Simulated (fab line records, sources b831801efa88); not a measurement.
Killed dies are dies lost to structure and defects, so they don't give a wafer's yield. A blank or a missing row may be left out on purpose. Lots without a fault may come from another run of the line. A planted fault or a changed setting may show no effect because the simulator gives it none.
One fault seen from 2 desks | flow gf180mcu | each desk has only its own numbers; what lay behind them comes last

THE TOOL OWNER'S DESK: rtp_anneal-01
The tool's own readings at GF_SALICIDE_RTA_06 (time 30 s): means of the sampled wafers that have a number, for each lot that ran on this tool. A lot is out of limits, marked OUT, if its mean lies more than 4 standard deviations from the usual mean; the brackets give that distance.
Columns: A = lamp_power_pct at GF_SALICIDE_RTA_06, usual 5.35 %; B = wafer_temp_C_max at GF_SALICIDE_RTA_06, usual 532.4
lot  | first seen here | A              | B
L237 | day 15 14:50    | 5.18           | 532.2
L245 | day 18 15:19    | 3.20 (-11) OUT | 422.0 (-99 or more) OUT
L248 | day 19 12:05    | 3.20 (-11) OUT | 421.6 (-99 or more) OUT
L256 | day 22 16:35    | 5.18           | 532.7
This desk's finding: out of limits on L245, L248; first on L245, day 18 15:19 (lamp_power_pct at GF_SALICIDE_RTA_06). In limits: L237, L256.

THE METROLOGY DESK
What the gauges read, lot by lot, whatever tool the lot ran on: means of the sampled wafers that have a number. A lot is out of limits, marked OUT, if its mean lies more than 4 standard deviations from the usual mean; the brackets give that distance.
Columns: A = cd_nm at GF_SAB_CD_MEAS_09, usual 420.0 nm; B = SAB_OVL at GF_SAB_OVL_MEAS_10, usual 1.4 nm; C = SALICIDE_TIN_RS at GF_SALICIDE_RS_MEAS_04, usual 16.5 ohm/sq; D = SALICIDE_TIN_THK at GF_SALICIDE_THK_MEAS_05, usual 20.1 nm
lot  | first seen here | A     | B   | C    | D
L237 | day 15 14:05    | 417.9 | 1.5 | 16.7 | 20.3
L242 | day 17 14:41    | 417.4 | 1.7 | 16.3 | 19.9
L245 | day 18 14:35    | 420.2 | 2.6 | 16.4 | 20.1
L248 | day 19 11:22    | 420.7 | 2.9 | 16.6 | 20.6
L256 | day 22 15:52    | 418.3 | 2.0 | 16.4 | 20.1
L258 | day 23 02:25    | 419.3 | 0.3 | 16.4 | 19.9
This desk's finding: nothing out of limits on any of the 6 lots.

PUT TOGETHER
The tool owner's desk could have raised an alarm at day 18 15:19, on L245, L248.
The metrology desk saw nothing out of limits.
The metrology desk has L245, L248 on record, within its limits.
Of the lots named, all ran GF_SALICIDE_RTA_06 on rtp_anneal-01.

WHAT THE SIMULATOR HAD PUT IN
Process parameter drift: rtp_anneal-01, from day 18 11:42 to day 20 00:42, at GF_SALICIDE_RTA_06. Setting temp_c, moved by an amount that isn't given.
Lots struck among those shown: L245, L248.
Hours from the fault's start to each desk's first reading out of limits: the tool owner's desk, 4.
